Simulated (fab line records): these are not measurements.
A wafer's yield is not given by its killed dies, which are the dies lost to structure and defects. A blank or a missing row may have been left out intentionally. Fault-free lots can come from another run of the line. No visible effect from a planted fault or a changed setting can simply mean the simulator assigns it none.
The tool behind it: which one? :: flow sky130 :: 6 lots with 18 wafers sampled at 2 steps, on a route of 708 steps

## WHAT THE GAUGES SHOWED, per wafer
SKY_LDD_HVN_OVL_MEAS_07.
lot: L613
measured: day 21 09:28
on: overlay-01
LDD_HVN_OVL (nm): 1.9 -0.1 1.0

lot: L615
measured: day 22 05:52
on: overlay-02
LDD_HVN_OVL (nm): -1.8 -1.7 -3.3

lot: L618
measured: day 23 16:16
on: overlay-02
LDD_HVN_OVL (nm): -2.2 -1.9 0.8

lot: L620
measured: day 24 03:29
on: overlay-02
LDD_HVN_OVL (nm): -2.4 -1.0 0.9

lot: L630
measured: day 27 14:59
on: overlay-01
LDD_HVN_OVL (nm): - - -

lot: L633
measured: day 28 08:18
on: overlay-01
LDD_HVN_OVL (nm): -0.1 -0.9 -1.3

## WHAT TOOL EACH LOT RAN ON (gives the tool, then ch and the chambers of the sampled wafers, and finally the start)
lot: L613
SKY_LDD_HVN_COAT_02: litho track-01 ch 0, day 20 17:45

lot: L615
SKY_LDD_HVN_COAT_02: litho track-04 ch 0, day 21 14:32

lot: L618
SKY_LDD_HVN_COAT_02: litho track-01 ch 0, day 23 01:00

lot: L620
SKY_LDD_HVN_COAT_02: litho track-04 ch 0, day 23 12:23

lot: L630
SKY_LDD_HVN_COAT_02: litho track-01, day 27 00:54

lot: L633
SKY_LDD_HVN_COAT_02: litho track-02 ch 0, day 27 18:11
- SKY_LDD_HVN_COAT_02: resist thk 300 nm.

## THE ANSWER, worked out from the rows above alone
Rule: the lots themselves supply what counts as usual. Put in order of their means at a reading, lots are off if they are a third of the lots or fewer, leave a main group of 4 or more, and stand apart from it by a gap of 3 or more times the standard deviation of the main group's means; of several such gaps the widest counts. The tables above print the reading to a certain number of digits; a main group whose means all agree to those digits is not used. A lot without any number at a reading at which 4 lots or more have one is off too. The other lots that the step has rows for count as sound.
Off: L630, seen at SKY_LDD_HVN_OVL_MEAS_07 (LDD_HVN_OVL). Without a number there: L630. Mean -0.8 nm and standard deviation 1 in the main group.
If a tool, at a process step before that reading, ran all the lots that are off and no sound lot after the first of them, it fits. Those tools and the gauges at SKY_LDD_HVN_OVL_MEAS_07 are tried in the same way. One fits: SKY_LDD_HVN_COAT_02 on litho track-01. A fault onset in the window from L618 (day 23 01:00, its last sound lot) to L630 (day 27 00:54, its first lot off) fits.

## WHAT THE SIMULATOR HAD PUT IN
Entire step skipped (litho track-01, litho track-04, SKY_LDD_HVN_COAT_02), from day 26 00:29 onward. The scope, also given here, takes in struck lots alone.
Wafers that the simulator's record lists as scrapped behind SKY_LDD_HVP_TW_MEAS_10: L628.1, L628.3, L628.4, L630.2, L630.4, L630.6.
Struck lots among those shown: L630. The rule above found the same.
